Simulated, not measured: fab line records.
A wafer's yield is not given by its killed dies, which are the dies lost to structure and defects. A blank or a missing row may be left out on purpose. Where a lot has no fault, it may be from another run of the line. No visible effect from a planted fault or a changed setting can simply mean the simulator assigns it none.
Comparing a struck lot with a sound one -- flow sky130 -- 44 out of 708 route steps
Sound: these wafers, L196.2, L196.4, L196.6. Wafers struck: L215.1, L215.2, L215.6. The cause is named last.
For every step that has rows: the tool of each side, followed by ch and its chambers, followed by its first start. Under that, the readings that differ: sound wafers -- struck wafers -- difference of the means -- sigmas: that difference in standard deviations of wafers without a fault.
alike: same words and numbers on both sides, and readings whose means sit less than 2 such deviations apart. not compared: any withheld reading, any reading some wafer has no value for, any bound like >300 that may hide the same value, and any number with overlapping values for which the record gives no deviation.
The two part at a step that has a row with sigmas, a row that says differs or no value, or rows on one side only. Numbers that don't overlap but have no deviation are shown without sigmas and don't part them. A reading that every wafer of one side lacks parts them only if that side has two wafers or more.

first, 3 steps without rows for these wafers: SKY_VIA2_STRIP_17 (strips in post etch residue remover, time 1200 s); SKY_VIA2_CLEAN_18 (cleans in IPA, time 180 s); SKY_VIA2_CLEAN_19 (cleans in O3/DIW).
SKY_VIA2_SPUTTER_20: material TiN, target thk 20 nm, time 80 s.
  sound: pvd sputter-03 at day 36 20:25; struck: pvd sputter-03 at day 43 07:40
  alike: throttle valve pct
then, 1 step without rows for these wafers: SKY_VIA2_CVD_21 (deposits W, target thk 420 nm, time 126.4 s).
SKY_VIA2_RS_MEAS_22: uses a four-point probe to measure.
  sound: film metro-04 at day 36 20:37; struck: film metro-03 at day 43 07:51
  alike: VIA2_W_RS
SKY_VIA2_THK_MEAS_23: measures by xrf.
  sound: film metro-04 at day 36 20:44; struck: film metro-03 at day 43 07:58
  alike: VIA2_W_THK
then, 2 steps without rows for these wafers: SKY_VIA2_CMP_24 (polishes, stops on SiO2, t overpolish 20 s, target thk 0 nm); SKY_METAL3_SPUTTER_00 (material Ti, target thk 15 nm, time 10 s).
SKY_METAL3_SPUTTER_01: material TiN, target thk 20 nm, time 16.7 s.
  sound: pvd sputter-01 at day 36 21:06; struck: pvd sputter-02 at day 43 08:21
  alike: throttle valve pct
then, 1 step without rows for these wafers: SKY_METAL3_SPUTTER_02 (material AlCu, target thk 735 nm, time 39.1 s).
SKY_METAL3_SPUTTER_03: material Ti, target thk 5 nm, time 3.3 s.
  sound: pvd sputter-01 at day 36 21:10; struck: pvd sputter-02 at day 43 08:25
  alike: throttle valve pct
SKY_METAL3_SPUTTER_04: material TiN, target thk 70 nm, time 58.3 s.
  sound: pvd sputter-01 at day 36 21:11; struck: pvd sputter-02 at day 43 08:26
reading,sound,struck,difference,sigmas
model.TiN_of_METAL3_SPUTTER_04.thk nm (nm),68.69 70.48 69.72,89.43 89.59 89.21,+19.78,
  alike: throttle valve pct
then, 1 step without rows for these wafers: SKY_CAPM_CVD_00 (deposits SiO2, target thk 15.5 nm).
SKY_CAPM_THK_MEAS_01:
  sound: film metro-02 at day 36 21:16; struck: film metro-04 at day 43 08:30
  alike: CAPM_CVD_00_THK
SKY_CAPM_SPUTTER_02: material TiN, target thk 200 nm, time 166.7 s.
  sound: pvd sputter-04 at day 36 21:19; struck: pvd sputter-02 at day 43 08:34
  alike: throttle valve pct
SKY_CAPM_RS_MEAS_03: uses a four-point probe to measure.
  sound: film metro-02 at day 36 21:27; struck: film metro-04 at day 43 08:40
  alike: CAPM_TIN_RS
SKY_CAPM_THK_MEAS_04: measures by xrf.
  sound: film metro-02 at day 36 21:34; struck: film metro-04 at day 43 08:47
  alike: CAPM_TIN_THK
then, 7 steps without rows for these wafers: SKY_CAPM_DEHYDRATE_05 (time 60 s); SKY_CAPM_HMDS_06 (prime time 60 s); SKY_CAPM_COAT_07 (resist thk 1140 nm); SKY_CAPM_SOFTBAKE_08 (time 60 s); SKY_CAPM_EXPOSE_09 (exposes mask CAPM, target cd 1000 nm); SKY_CAPM_PEB_10; SKY_CAPM_DEVELOP_11 (develop time 60 s).
SKY_CAPM_OVL_MEAS_12:
  sound: overlay-02 at day 37 22:11; struck: overlay-01 at day 44 07:37
  alike: CAPM_OVL
then, 1 step without rows for these wafers: SKY_CAPM_METAL_ETCH_13 (etches TiN in Cl2/BCl3, stops on SiO2, target depth 220 nm, time 62.9 s).
SKY_CAPM_STRIP_14: strips in O2/N2.
  sound on plasma asher-02 ch 0,1, day 37 22:17; struck on plasma asher-02 ch 0,1, day 44 07:43
  alike: drypump motor current A, oes product au, strip time to endpoint s
  not compared: rf hours counter h
then, 11 steps without rows for these wafers: SKY_CAPM_STRIP_15 (strips in post etch residue remover, time 1200 s); SKY_CAPM_CLEAN_16 (cleans in IPA, time 180 s); SKY_CAPM_CLEAN_17 (cleans in O3/DIW); SKY_METAL3_DEHYDRATE_05 (time 60 s); SKY_METAL3_HMDS_06 (prime time 60 s); SKY_METAL3_COAT_07 (resist thk 60 nm); SKY_METAL3_COAT_08 (resist thk 1140 nm); SKY_METAL3_SOFTBAKE_09 (time 90 s); SKY_METAL3_EXPOSE_10 (exposes mask MM3, target cd 300 nm); SKY_METAL3_PEB_11; SKY_METAL3_DEVELOP_12 (develop time 60 s).
SKY_METAL3_CD_MEAS_13: target cd 300 nm.
  sound: cd sem-01 at day 39 00:25; struck: cd sem-01 at day 45 05:38
  alike: cd nm
SKY_METAL3_OVL_MEAS_14:
  sound: overlay-01 at day 39 00:31; struck: overlay-01 at day 45 05:45
reading,sound,struck,difference,sigmas
METAL3_OVL (nm),-6 -8 -7,19 15 14,+23,+3
then, 1 step without rows for these wafers: SKY_METAL3_DESCUM_15 (chemistry O2, time 8 s).
SKY_VIA3_ETCH_15: etches SiO2 in C4F8/O2/Ar, stops on TiN, target depth 507 nm, time 78 s.
  sound on rie diel-02 ch 0,2, day 40 02:25; struck on rie diel-02 ch 1,3, day 46 04:26
reading,sound,struck,difference,sigmas
model.TiN_of_METAL3_SPUTTER_04.thk nm (nm),68.61 70.4 69.64,89.35 89.51 89.13,+19.78,
  alike: oes product au
  not compared: rf hours counter h
SKY_PAD_OPEN_PROBE_99:
  the record holds rows for the sound wafers here (prober-01, day 46 04:21) but none for the struck ones

## WHERE THEY PART
First at SKY_METAL3_OVL_MEAS_14; last, within this record, at SKY_PAD_OPEN_PROBE_99.

WHY: the cause the simulator had injected
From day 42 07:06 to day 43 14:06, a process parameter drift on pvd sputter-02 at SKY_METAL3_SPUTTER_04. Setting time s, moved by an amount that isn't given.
